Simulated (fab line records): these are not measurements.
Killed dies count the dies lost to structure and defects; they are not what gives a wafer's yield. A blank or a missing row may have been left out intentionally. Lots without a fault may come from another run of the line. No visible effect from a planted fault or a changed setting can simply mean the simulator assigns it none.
Which tool was responsible? ; flow gf180mcu ; 12 lots, 36 wafers sampled, at 8 steps of a route of 602

WHAT THE GAUGES READ, wafer by wafer
GF_CONTACT_OVL_MEAS_15. Usual: for CONTACT_OVL the level is -1 nm and the standard deviation is 5.3.
lot;measured;on;CONTACT_OVL (nm);flag
L861;day 16 23:22;overlay-02;11 14 6;
L863;day 17 15:48;overlay-01;0 -4 1;
L864;day 17 23:58;overlay-01;4 -6 7;
L865;day 18 05:39;overlay-01;5 4 3;
L868;day 19 09:46;overlay-02;-5 4 4;
L869;day 19 22:30;overlay-01;-4 -1 2;
L871;day 20 07:56;overlay-01;-5 -5 0;
L876;day 22 10:16;overlay-02;-2 -2 5;
L877;day 22 16:49;overlay-02;7 4 3;
L878;day 23 00:04;overlay-02;-4 -2 -5;
L883;day 24 11:34;overlay-01;-1 5 -3;
L884;day 24 20:31;overlay-01;-6 -3 -8;

GF_M1_RS_MEAS_05: a four-point-probe measurement. Usual: for M1_ALCU_RS the level is 0.0696 ohm/sq and the standard deviation is 0.00066.
lot;measured;on;M1_ALCU_RS (ohm/sq);flag
L861;day 17 00:52;film metro-02;0.0686 0.0688 0.0689;
L863;day 17 17:12;film metro-01;0.0698 0.0696 0.0698;
L864;day 18 01:22;film metro-03;0.0702 0.0697 0.0695;
L865;day 18 07:04;film metro-02;0.0695 0.0698 0.0702;
L868;day 19 11:11;film metro-01;0.0700 0.0701 0.0704;
L869;day 19 23:54;film metro-02;0.0701 0.0699 0.0704;
L871;day 20 09:23;film metro-01;0.0685 0.0696 0.0689;
L876;day 22 11:41;film metro-02;0.2661 0.0699 0.2496;OFF
L877;day 22 18:18;film metro-03;0.0699 0.2568 0.0694;OFF
L878;day 23 01:28;film metro-02;0.0699 0.0703 0.0699;
L883;day 24 13:04;film metro-01;0.0703 0.0692 0.0688;
L884;day 24 22:00;film metro-01;0.0698 0.0692 0.0701;

GF_M1_THK_MEAS_06: measures by xrf. Usual: for M1_ALCU_THK the level is 452 nm and the standard deviation is 5.
lot;measured;on;M1_ALCU_THK (nm);flag
L861;day 17 00:59;film metro-02;458 459 458;
L863;day 17 17:19;film metro-01;450 451 451;
L864;day 18 01:29;film metro-03;449 450 454;
L865;day 18 07:11;film metro-02;454 454 449;
L868;day 19 11:18;film metro-01;453 452 448;
L869;day 20 00:01;film metro-02;451 448 447;
L871;day 20 09:28;film metro-01;465 452 455;
L876;day 22 11:47;film metro-02;125 455 132;OFF
L877;day 22 18:24;film metro-03;451 127 451;OFF
L878;day 23 01:35;film metro-02;449 450 453;
L883;day 24 13:11;film metro-01;446 455 457;
L884;day 24 22:07;film metro-01;449 457 447;

GF_V1_BOW_MEAS_05. Usual: for V1_BOW the level is 82 um and the standard deviation is 7.4.
lot;measured;on;V1_BOW (um);flag
L861;day 18 02:25;film metro-04;85 81 76;
L863;day 18 18:29;film metro-03;78 93 81;
L864;day 19 03:11;film metro-01;81 88 85;
L865;day 19 09:20;film metro-01;89 83 81;
L868;day 20 12:52;film metro-01;85 83 88;
L869;day 21 01:47;film metro-03;66 69 80;
L871;day 21 11:35;film metro-04;89 85 71;
L876;day 23 12:32;film metro-01;113 76 98;
L877;day 23 19:14;film metro-04;75 103 74;
L878;day 24 02:34;film metro-04;88 82 82;
L883;day 25 13:03;film metro-04;88 75 93;
L884;day 25 20:58;film metro-01;75 84 79;

GF_V2_BOW_MEAS_05. Usual: for V2_BOW the level is 100 um and the standard deviation is 7.9.
lot;measured;on;V2_BOW (um);flag
L861;day 20 06:40;film metro-04;98 97 91;
L863;day 20 23:07;film metro-04;95 111 97;
L864;day 21 07:22;film metro-02;105 110 108;
L865;day 21 14:00;film metro-04;103 98 97;
L868;day 22 17:32;film metro-04;103 101 106;
L869;day 23 05:03;film metro-02;75 79 89;
L871;day 23 15:14;film metro-03;111 108 94;
L876;day 25 13:33;film metro-03;133 97 117;
L877;day 25 19:11;film metro-03;99 126 96;
L878;day 26 02:14;film metro-03;114 109 109;
L883;day 27 10:55;film metro-04;109 99 115;
L884;day 27 17:37;film metro-04;95 102 97;

TOOL THAT RAN EACH LOT (tool first, then ch and the chambers of the sampled wafers, then the start)
lot;GF_CONTACT_SPUTTER_23;GF_M1_SPUTTER_01;GF_M1_SPUTTER_02
L861;pvd sputter-01, day 16 23:56;pvd sputter-01, day 17 00:44;pvd sputter-01, day 17 00:46
L863;pvd sputter-03, day 17 16:22;pvd sputter-01, day 17 17:05;pvd sputter-01, day 17 17:07
L864;pvd sputter-03, day 18 00:31;pvd sputter-02, day 18 01:14;pvd sputter-02, day 18 01:16
L865;pvd sputter-03, day 18 06:13;pvd sputter-01, day 18 06:56;pvd sputter-01, day 18 06:58
L868;pvd sputter-01, day 19 10:20;pvd sputter-03, day 19 11:03;pvd sputter-03, day 19 11:05
L869;pvd sputter-01, day 19 23:04;pvd sputter-02, day 19 23:47;pvd sputter-02, day 19 23:49
L871;pvd sputter-04, day 20 08:29;pvd sputter-02, day 20 09:12;pvd sputter-02, day 20 09:14
L876;pvd sputter-03, day 22 10:49;pvd sputter-02, day 22 11:32;pvd sputter-02, day 22 11:34
L877;pvd sputter-03, day 22 17:23;pvd sputter-02, day 22 18:08;pvd sputter-02, day 22 18:10
L878;pvd sputter-04, day 23 00:38;pvd sputter-01, day 23 01:21;pvd sputter-01, day 23 01:23
L883;pvd sputter-03, day 24 12:07;pvd sputter-03, day 24 12:57;pvd sputter-03, day 24 12:59
L884;pvd sputter-01, day 24 21:10;pvd sputter-01, day 24 21:53;pvd sputter-01, day 24 21:55
- GF_CONTACT_SPUTTER_23: material TiN, target thk 10 nm, time 40 s.
- GF_M1_SPUTTER_01: material TiN, target thk 30 nm, time 25 s.
- GF_M1_SPUTTER_02: material AlCu, target thk 450 nm, time 23.9 s.

AS READ BY THE TOOLS THEMSELVES (means over the sampled wafers that have a number; for cases with no such wafer, the mark the record gives instead)
GF_CONTACT_SPUTTER_23. Usual: 30.2 % for throttle valve pct, sd 0.88.
lot;tool;throttle valve pct (%);flag
L861;pvd sputter-01;30.3;
L863;pvd sputter-03;30.1;
L864;pvd sputter-03;30.7;
L865;pvd sputter-03;30.6;
L868;pvd sputter-01;30.2;
L869;pvd sputter-01;29.8;
L871;pvd sputter-04;30.3;
L876;pvd sputter-03;30.1;
L877;pvd sputter-03;30.5;
L878;pvd sputter-04;30.2;
L883;pvd sputter-03;30.6;
L884;pvd sputter-01;29.7;

GF_M1_SPUTTER_01. Usual: 29.9 % for throttle valve pct, sd 0.74.
lot;tool;throttle valve pct (%);flag
L861;pvd sputter-01;29.9;
L863;pvd sputter-01;30.5;
L864;pvd sputter-02;29.5;
L865;pvd sputter-01;29.8;
L868;pvd sputter-03;30.9;
L869;pvd sputter-02;30.1;
L871;pvd sputter-02;30.0;
L876;pvd sputter-02;29.8;
L877;pvd sputter-02;30.1;
L878;pvd sputter-01;29.8;
L883;pvd sputter-03;30.1;
L884;pvd sputter-01;29.6;

GF_M1_SPUTTER_02. Usual: 29.9 % for throttle valve pct, sd 0.72.
lot;tool;throttle valve pct (%);flag
L861;pvd sputter-01;29.9;
L863;pvd sputter-01;30.6;
L864;pvd sputter-02;29.7;
L865;pvd sputter-01;29.7;
L868;pvd sputter-03;31.0;
L869;pvd sputter-02;29.7;
L871;pvd sputter-02;30.0;
L876;pvd sputter-02;29.9;
L877;pvd sputter-02;30.0;
L878;pvd sputter-01;29.7;
L883;pvd sputter-03;30.1;
L884;pvd sputter-01;29.8;

THE ANSWER, worked out from the rows above alone
Rule: a lot counts as off when the mean over its wafers that have a number is more than 3 standard deviations away from the usual mean. A lot without any number at a reading at which 4 lots or more have one is off too. Where the step has rows for the other lots, those lots are counted as sound. After the gauges, taken in route order, come the tools' own readings; for these a lot's mean is taken, as printed above. The first step at which some lot is off is used, and at that step the reading that is off furthest; a lot without a number counts as furthest.
Off: L876, L877, seen at GF_M1_RS_MEAS_05 (M1_ALCU_RS).
If a tool, at a process step before that reading, ran all the lots that are off and no sound lot after the first of them, it fits. Those tools and the gauges at GF_M1_RS_MEAS_05 are tried in the same way. One fits: GF_M1_SPUTTER_01 and GF_M1_SPUTTER_02 on pvd sputter-02. At GF_M1_SPUTTER_01 its last sound lot is L871 (day 20 09:12), its first lot that is off L876 (day 22 11:32): a fault that began between those two fits.

WHAT THE SIMULATOR HAD INSERTED
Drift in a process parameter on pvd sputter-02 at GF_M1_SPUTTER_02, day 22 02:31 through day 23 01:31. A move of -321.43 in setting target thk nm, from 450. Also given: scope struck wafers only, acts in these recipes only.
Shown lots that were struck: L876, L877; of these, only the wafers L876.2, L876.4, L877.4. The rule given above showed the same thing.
